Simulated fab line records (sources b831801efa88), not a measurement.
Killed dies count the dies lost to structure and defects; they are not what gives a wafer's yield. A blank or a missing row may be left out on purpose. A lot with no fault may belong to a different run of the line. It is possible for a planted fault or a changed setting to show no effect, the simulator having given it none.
fab line records	flow sky130
record lots=13	wafers=39	lastDay=50
route steps=708 shown VT_ADJUST_HVTR@138 SONOS_ONO@185 GATE_OXIDE@197 POLY_GATE@231
lots that met no fault: from a run of the same line without faults
startH: start of the lot's first displayed wafer, in hours after the record's first day	waitH: hours elapsed since this lot's preceding step	" as in the row above	L1.1+2: a row that stands for several wafers	- no value, or no start was given	* or withheld: withheld	< > ~ a bound
route shown NAME@n: a module of which the file shows steps, and the number in the route of the first	usual: average and standard deviation across the fault-free wafers	same: alike in all rows	chamber/n: place in a boat	sites: the reading at each site	_std_site: their standard deviation	_edge_site: inner sites' mean taken away from outer sites' mean	radiusMm: for every site, how far away it sits from the centre of the wafer	mask NAME#n: copy n	behind: tool/chamber where the wafer was last shaped	hold: reason for holding the lot/hours on hold/outcome of the hold	device: names the non-switching transistor (n, p or np)	end of line: tests of these same wafers at the route's end	where a step has no rows: the recipe by itself	killed: the dies lost at the first sort to structure and to defects; this is not the yield of the wafer	map: a wafer's dies, x killed, . not, _ none there
set.NAME: the setting the step ran with; set.NAME@STEP: the setting that earlier step ran with	model.NAME: the simulator's own value behind a step, which no gauge read
steps of the route over a sample of lots; a table a step, a row a wafer
services: the hour from which a tool's chamber was out of use, counted from the record's first day as startH (under 0 if before that day), plus the number of hours and why
## steps
# step SKY_VT_ADJUST_HVTR_CD_MEAS_07
# recipe targetCdNm=380
# usual cdNm=378.4/2.7
lot.wafer	tool	chamber	startH	waitH	cdNm
L664.1	cdSem-01	-	212.00	0.1	378.6
L664.2	"	-	"	"	380.1
L664.6	"	-	"	"	379.8
L665.3	cdSem-02	-	221.59	0.1	382.8
L665.5	"	-	"	"	381.4
L665.6	"	-	"	"	383.2
L666.3	cdSem-01	-	231.84	0.1	375.4
L666.4	"	-	"	"	375.2
L666.5	"	-	"	"	373.7
L669.3	cdSem-02	-	251.12	0.1	373.8
L669.5	"	-	"	"	374.4
L669.6	"	-	"	"	374.1
L670.1	cdSem-01	-	252.15	0.1	376.4
L670.2	"	-	"	"	374.6
L670.5	"	-	"	"	376.0
L671.2	cdSem-02	-	262.57	0.1	381.2
L671.5	"	-	"	"	378.9
L671.6	"	-	"	"	382.5
L674.1	cdSem-02	-	290.15	0.1	380.3
L674.4	"	-	"	"	380.9
L674.6	"	-	"	"	377.3
L680.2	cdSem-02	-	328.12	0.1	382.1
L680.3	"	-	"	"	379.1
L680.5	"	-	"	"	379.7
L681.3	cdSem-02	-	340.95	0.2	380.6
L681.5	"	-	"	"	383.6
L681.6	"	-	"	"	380.4
L683.2	cdSem-02	-	356.47	0.1	381.6
L683.3	"	-	"	"	379.9
L683.4	"	-	"	"	380.8
L684.4	cdSem-02	-	359.26	0.1	382.8
L684.5	"	-	"	"	377.4
L684.6	"	-	"	"	379.1
L685.1	cdSem-01	-	364.45	0.1	375.9
L685.3	"	-	"	"	378.3
L685.5	"	-	"	"	378.4
L686.1	cdSem-01	-	373.48	0.1	376.9
L686.2	"	-	"	"	373.3
L686.5	"	-	"	"	374.2
# step SKY_SONOS_ONO_STRIP_17
# recipe chemistry=O2/N2	powerW=1400	pressureMtorr=1500	platenTempC=withheld	o2FlowSccm=3000	n2FlowSccm=300	overashFraction=0.5
# usual drypumpMotorCurrentA=5.5/0.52	oesProductAu=0.710/0.004	stripTimeToEndpointS=14.12/0.041
lot.wafer	tool	chamber	startH	waitH	drypumpMotorCurrentA	oesProductAu	rfHoursCounterH	stripTimeToEndpointS
L664.1	plasmaAsher-04	0	287.29	0.0	5.6	0.709	48	14.16
L664.2	"	1	"	"	6.0	0.700	48	14.20
L664.6	"	0	"	"	5.6	0.713	-	14.17
L665.3	plasmaAsher-03	0	299.60	0.0	5.4	0.711	-	14.10
L665.5	"	1	"	"	6.3	0.714	-	14.07
L665.6	"	0	"	"	5.4	0.710	-	14.04
L666.3	plasmaAsher-04	1	310.06	0.0	6.0	0.715	-	14.07
L666.4	"	0	"	"	5.6	0.703	-	14.11
L666.5	"	1	"	"	6.0	0.715	-	14.09
L669.3	plasmaAsher-04	1	330.33	0.0	6.0	0.709	-	14.14
L669.5	"	1	"	"	6.0	0.710	-	14.20
L669.6	"	0	"	"	5.6	0.708	-	14.11
L670.1	plasmaAsher-04	1	336.74	0.0	6.0	0.707	53	14.14
L670.2	"	0	"	"	5.6	0.711	53	14.15
L670.5	"	0	"	"	5.6	0.710	-	14.18
L671.2	plasmaAsher-01	1	344.97	0.0	4.8	0.708	23	14.10
L671.5	"	1	"	"	4.8	0.715	-	14.05
L671.6	"	0	"	"	5.0	0.705	-	14.04
L674.1	plasmaAsher-01	1	376.22	0.0	4.8	0.706	26	14.14
L674.4	"	0	"	"	5.0	0.716	-	14.17
L674.6	"	1	"	"	4.8	0.708	-	14.16
L680.2	plasmaAsher-04	0	418.02	0.0	5.6	0.707	61	14.07
L680.3	"	0	"	"	5.6	0.707	-	14.04
L680.5	"	1	"	"	6.0	0.708	-	14.11
L681.3	plasmaAsher-04	0	434.61	0.0	5.6	0.715	-	14.16
L681.5	"	0	"	"	5.6	0.705	-	14.21
L681.6	"	1	"	"	6.0	0.708	-	14.18
L683.2	plasmaAsher-01	0	451.37	0.0	5.0	0.710	34	14.13
L683.3	"	0	"	"	5.0	0.699	-	14.12
L683.4	"	1	"	"	4.8	0.708	-	14.12
L684.4	plasmaAsher-01	0	453.27	0.0	5.0	0.709	-	14.11
L684.5	"	1	"	"	4.8	0.707	-	14.15
L684.6	"	0	"	"	5.0	0.714	-	14.14
L685.1	plasmaAsher-04	1	458.47	0.0	6.0	0.707	65	14.14
L685.3	"	1	"	"	6.0	0.714	-	14.15
L685.5	"	0	"	"	5.6	0.713	-	14.16
L686.1	plasmaAsher-03	0	472.31	0.0	5.4	0.712	79	14.14
L686.2	"	1	"	"	6.3	0.712	79	14.13
L686.5	"	0	"	"	5.4	0.713	-	14.09
# step SKY_GATE_OXIDE_OVL_MEAS_10
# usual GATE_OXIDE_OVL=-1.3/1.3
lot.wafer	tool	chamber	startH	waitH	GATE_OXIDE_OVL[nm]
L664.1	overlay-02	-	315.05	0.1	0.1
L664.2	"	-	"	"	0.8
L664.6	"	-	"	"	-0.7
L665.3	overlay-01	-	327.21	0.1	-2.6
L665.5	"	-	"	"	-1.5
L665.6	"	-	"	"	-3.8
L666.3	overlay-02	-	338.45	0.1	-2.2
L666.4	"	-	"	"	-2.6
L666.5	"	-	"	"	-1.2
L669.3	overlay-02	-	360.11	0.1	-1.8
L669.5	"	-	"	"	-1.9
L669.6	"	-	"	"	-0.9
L670.1	overlay-01	-	366.80	0.1	1.1
L670.2	"	-	"	"	-0.5
L670.5	"	-	"	"	-0.8
L671.2	overlay-01	-	376.53	0.1	-2.2
L671.5	"	-	"	"	-0.7
L671.6	"	-	"	"	-1.5
L674.1	overlay-01	-	407.05	0.1	0.0
L674.4	"	-	"	"	-1.2
L674.6	"	-	"	"	0.3
L680.2	overlay-02	-	449.63	0.1	-1.4
L680.3	"	-	"	"	-1.0
L680.5	"	-	"	"	0.0
L681.3	overlay-01	-	468.59	0.1	-2.0
L681.5	"	-	"	"	-1.3
L681.6	"	-	"	"	-0.9
L683.2	overlay-02	-	484.51	0.1	-2.4
L683.3	"	-	"	"	-3.5
L683.4	"	-	"	"	-2.4
L684.4	overlay-02	-	485.36	0.1	0.3
L684.5	"	-	"	"	-0.3
L684.6	"	-	"	"	-1.8
L685.1	overlay-01	-	491.43	0.1	-1.5
L685.3	"	-	"	"	-0.5
L685.5	"	-	"	"	-0.2
L686.1	overlay-02	-	504.75	0.1	-1.6
L686.2	"	-	"	"	-1.5
L686.5	"	-	"	"	-1.4
# step SKY_POLY_GATE_ETCH_17
# recipe targetDepthNm=180	stopOn=SiO2	overEtchFrac=0.56667	chemistry=HBr/Cl2	target=poly-Si	icpW=400	biasW=100	pressureMtorr=10	HBr_flow_sccm=150	Cl2_flow_sccm=50	timeS=70.5
# usual drypumpMotorCurrentA=5.6/0.56	oesProductAu=0.984/0.0094	rfFwdPowerW=397.2/1.5	runLengthS=98.8/0.45	throttleValvePct=33.685/0.0089
lot.wafer	tool	chamber	startH	waitH	drypumpMotorCurrentA	oesProductAu	rfFwdPowerW	rfHoursCounterH	runLengthS	throttleValvePct
L664.1	rieSi-02	3	376.65	0.0	6.1	0.978	399.9	28	98.8	33.679
L664.2	"	2	"	"	5.1	1.000	399.2	35	99.4	33.681
L664.6	"	2	"	"	5.1	0.986	399.6	-	99.0	33.681
L665.3	rieSi-02	1	391.23	0.0	6.2	0.996	396.5	28	98.9	33.686
L665.5	"	2	"	"	5.1	0.992	400.1	-	99.4	33.676
L665.6	"	1	"	"	6.3	0.993	396.6	-	99.2	33.684
L666.3	rieSi-01	3	402.18	0.0	5.6	0.988	398.7	2	98.8	33.679
L666.4	"	3	"	"	5.6	0.981	397.5	-	98.0	33.688
L666.5	"	1	"	"	6.2	0.977	394.7	-	98.5	33.692
L669.3	rieSi-02	1	427.12	0.0	6.3	0.984	397.5	29	98.8	33.688
L669.5	"	3	"	"	6.1	0.995	397.6	-	98.8	33.662
L669.6	"	2	"	"	5.1	0.982	398.8	-	99.0	33.689
L670.1	rieSi-02	3	433.93	0.0	6.1	0.986	-	28	88.6	33.698
L670.2	"	1	"	"	6.3	0.985	398.9	29	98.9	33.684
L670.5	"	2	"	"	5.1	0.978	400.3	-	99.5	33.686
L671.2	rieSi-01	2	443.90	0.0	4.7	0.983	395.8	2	97.9	33.672
L671.5	"	2	"	"	4.7	0.980	397.7	-	98.4	33.671
L671.6	"	1	"	"	6.2	0.982	395.0	-	98.1	33.689
L674.1	rieSi-01	3	474.88	0.0	5.6	0.993	399.5	3	98.3	33.694
L674.4	"	1	"	"	6.2	0.982	395.9	31	98.4	33.694
L674.6	"	2	"	"	4.7	0.984	395.6	-	97.8	33.692
L680.2	rieSi-01	0	517.33	0.0	5.7	0.972	395.8	36	98.7	33.678
L680.3	"	3	"	"	5.6	0.984	397.4	3	98.0	33.679
L680.5	"	1	"	"	6.2	0.976	398.0	-	98.6	33.684
L681.3	rieSi-02	3	534.61	0.0	6.1	0.995	397.6	29	99.1	33.686
L681.5	"	1	"	"	6.3	0.990	397.2	-	99.2	33.674
L681.6	"	2	"	"	5.1	0.982	399.6	-	99.1	33.678
L683.2	rieSi-02	2	549.80	0.0	5.1	0.991	399.7	36	99.8	33.673
L683.3	"	0	"	"	5.1	0.995	396.6	0	98.9	33.689
L683.4	"	1	"	"	6.3	0.998	398.0	29	99.6	33.694
L684.4	rieSi-01	1	551.82	0.0	6.2	0.973	398.7	32	98.4	33.694
L684.5	"	3	"	"	5.6	0.993	398.1	-	98.5	33.690
L684.6	"	0	"	"	5.7	0.965	395.1	-	99.3	33.678
L685.1	rieSi-02	3	557.46	0.0	6.1	0.979	397.0	29	98.7	33.680
L685.3	"	1	"	"	6.3	0.995	395.7	30	98.9	33.710
L685.5	"	0	"	"	5.1	0.996	398.1	-	98.7	33.675
L686.1	rieSi-01	0	572.90	0.0	5.7	0.964	394.0	36	98.9	33.672
L686.2	"	1	"	"	6.2	0.965	396.7	32	98.4	33.680
L686.5	"	3	"	"	5.6	0.975	397.6	-	98.1	33.689
# step SKY_POLY_GATE_STRIP_18
# recipe chemistry=O2/N2	powerW=1400	pressureMtorr=1500	platenTempC=withheld	o2FlowSccm=3000	n2FlowSccm=300	overashFraction=0.5
# usual drypumpMotorCurrentA=5.7/0.66	oesProductAu=0.361/0.0049	stripTimeToEndpointS=3.17/0.039
lot.wafer	tool	chamber	startH	waitH	drypumpMotorCurrentA	oesProductAu	rfHoursCounterH	stripTimeToEndpointS
L664.1	plasmaAsher-02	0	376.70	0.0	6.5	0.360	64	3.18
L664.2	"	1	"	"	5.7	0.363	64	3.13
L664.6	"	0	"	"	6.5	0.367	-	3.16
L665.3	plasmaAsher-02	1	391.32	0.1	5.7	0.372	-	3.13
L665.5	"	1	"	"	5.7	0.361	-	3.16
L665.6	"	0	"	"	6.5	0.355	-	3.14
L666.3	plasmaAsher-01	1	402.27	0.1	4.8	0.364	-	3.15
L666.4	"	0	"	"	5.0	0.366	-	3.20
L666.5	"	1	"	"	4.8	0.365	-	3.17
L669.3	plasmaAsher-01	0	427.20	0.1	5.0	0.358	-	3.11
L669.5	"	1	"	"	4.8	0.368	-	3.14
L669.6	"	0	"	"	5.0	0.371	-	3.21
L670.1	plasmaAsher-01	0	433.99	0.0	5.0	0.369	32	3.34
L670.2	"	1	"	"	4.8	0.355	32	3.14
L670.5	"	1	"	"	4.8	0.358	-	3.16
L671.2	plasmaAsher-02	0	443.96	0.0	6.5	0.362	1	3.18
L671.5	"	0	"	"	6.5	0.352	-	3.13
L671.6	"	1	"	"	5.7	0.365	-	3.16
L674.1	plasmaAsher-03	0	474.94	0.0	5.4	0.360	80	3.17
L674.4	"	1	"	"	6.3	0.361	-	3.23
L674.6	"	0	"	"	5.4	0.360	-	3.22
L680.2	plasmaAsher-02	1	517.39	0.0	5.8	0.368	7	3.18
L680.3	"	1	"	"	5.7	0.366	-	3.16
L680.5	"	0	"	"	6.6	0.371	-	3.15
L681.3	plasmaAsher-02	1	534.70	0.1	5.7	0.359	-	3.17
L681.5	"	0	"	"	6.6	0.354	-	3.17
L681.6	"	1	"	"	5.8	0.361	-	3.21
L683.2	plasmaAsher-02	1	549.85	0.0	5.7	0.354	11	3.09
L683.3	"	0	"	"	6.6	0.362	-	3.17
L683.4	"	1	"	"	5.8	0.355	-	3.06
L684.4	plasmaAsher-02	1	551.91	0.1	5.7	0.363	-	3.23
L684.5	"	0	"	"	6.6	0.366	-	3.16
L684.6	"	1	"	"	5.8	0.361	-	3.22
L685.1	plasmaAsher-01	1	557.52	0.0	4.8	0.365	44	3.18
L685.3	"	0	"	"	5.0	0.359	-	3.14
L685.5	"	0	"	"	5.0	0.362	-	3.17
L686.1	plasmaAsher-02	0	572.95	0.0	6.5	0.370	13	3.20
L686.2	"	1	"	"	5.7	0.363	13	3.15
L686.5	"	0	"	"	6.5	0.357	-	3.12
## services
tool	chamber	startH	hours	kind
rieSi-02	1	285.83	1.0	repair
rieSi-01	-	310.54	0.1	repair
rieSi-01	-	316.35	0.1	repair
plasmaAsher-04	-	325.94	1.6	repair
rieSi-02	0	334.86	1.8	repair
plasmaAsher-01	-	355.95	0.8	repair
rieSi-01	0	394.14	11.8	repair
rieSi-01	-	406.10	28.1	pm
plasmaAsher-03	-	419.42	1.1	repair
plasmaAsher-02	-	421.25	9.0	pm
plasmaAsher-02	0	421.25	9.0	ventCycle
plasmaAsher-02	1	421.25	9.0	ventCycle
plasmaAsher-02	-	426.04	0.7	repair
plasmaAsher-02	0	430.25	-	clean
plasmaAsher-02	1	430.25	-	clean
plasmaAsher-01	-	442.52	1.5	repair
plasmaAsher-02	-	446.25	10.6	repair
plasmaAsher-02	-	486.81	1.3	repair
plasmaAsher-04	-	510.76	3.4	repair
rieSi-02	0	518.03	-	clean
rieSi-02	0	518.03	18.2	scheduledDown
rieSi-02	0	518.03	18.2	ventCycle
## key
firstSign step=SKY_POLY_GATE_ETCH_17	reading=runLengthS	direction=down	sigmas=23	usual=*	struck=*
effect step=SKY_POLY_GATE_STRIP_18	reading=stripTimeToEndpointS	direction=up	sigmas=4.5	usual=*	struck=*
metAt SKY_POLY_GATE_ETCH_17
struckLots L670
struckWafers L670.1
laterRowsLeftOut L670.1
sortLeftOut L670.1
testerLeftOut L670
notActingAt SKY_VT_ADJUST_HVTR_CD_MEAS_07,SKY_SONOS_ONO_STRIP_17,SKY_GATE_OXIDE_OVL_MEAS_10
onsetBetween 427.12 433.93
fault kind=processParameterDrift	tool=rieSi-02	chamber=-	onsetH=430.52	steps=SKY_POLY_GATE_ETCH_17	channel=timeS	offset=*	shape=step	endH=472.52	scope=struckWafersOnly	actsIn=*	stated=*
# testerLeftOut: of these lots the tester's yield and bins aren't shown, on N5 and GAA mostly nor the transistor test; their killed dies are dies lost to structure and defects alone, not to doping, threshold or leakage, so they don't give the yield
# sortLeftOut: the simulated sort isn't trusted on such a fault, so these wafers' sort isn't shown, and their yield isn't known
# laterRowsLeftOut: the simulator's readings of these wafers behind a module that went badly wrong aren't trusted and aren't shown, but for the sort
